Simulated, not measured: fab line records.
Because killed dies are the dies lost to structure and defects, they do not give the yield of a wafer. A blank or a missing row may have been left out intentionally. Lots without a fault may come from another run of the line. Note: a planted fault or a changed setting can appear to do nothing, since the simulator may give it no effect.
Chamber matching / flow sky130 / cmp-01 running SKY_VIA4_CMP_02: 4 sister chambers
The step polishes SiO2. 8 wafers are shown with their chamber, then 7 later ones without.

== EACH WAFER AND ITS CHAMBER ==
wafer=L863.4; chamber=0; motorCurrentA (A)=11.7
wafer=L869.5; chamber=1; motorCurrentA (A)=12.5
wafer=L869.6; chamber=0; motorCurrentA (A)=12.3
wafer=L875.2; chamber=1; motorCurrentA (A)=12.2
wafer=L875.4; chamber=2; motorCurrentA (A)=14.9
wafer=L875.5; chamber=3; motorCurrentA (A)=13.9
wafer=L879.2; chamber=2; motorCurrentA (A)=14.6
wafer=L879.4; chamber=3; motorCurrentA (A)=13.3

== WAFERS WHOSE CHAMBER IS MISSING ==
wafer=L879.6; motorCurrentA (A)=10.9
wafer=L884.2; motorCurrentA (A)=11.7
wafer=L884.4; motorCurrentA (A)=15.2
wafer=L884.6; motorCurrentA (A)=13.3
wafer=L885.1; motorCurrentA (A)=11.3
wafer=L885.3; motorCurrentA (A)=12.6
wafer=L885.4; motorCurrentA (A)=15.8

== THE CHAMBER EACH PASSED THROUGH ==
wafer=L879.6; from the rows above=can't be placed: 0 or 1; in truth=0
wafer=L884.2; from the rows above=can't be placed: 0 or 1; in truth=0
wafer=L884.4; from the rows above=2; in truth=2
wafer=L884.6; from the rows above=can't be placed: 3 or 1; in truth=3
wafer=L885.1; from the rows above=can't be placed: 0 or 1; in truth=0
wafer=L885.3; from the rows above=can't be placed: 1 or 0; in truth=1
wafer=L885.4; from the rows above=2; in truth=2
Correctly placed: 2 of 7. Unplaceable from these rows: 5, with the true chamber sitting among the candidates in 5. Number placed wrongly: 0.
How it was worked out, from the rows above alone: a wafer's distance from a chamber is the root of the sum, over the readings, of the square of ((its reading less the chamber's mean) divided by the reading's scatter). If the next closest chamber is less than 2 further off than the closest, the wafer can't be placed; otherwise it belongs to the closest. The mean given for a chamber averages the wafers shown for that chamber. How the scatter is found: for the shown wafers, subtract from each reading the mean of its chamber, square and add these, divide the total by (wafers less chambers), then take the root.
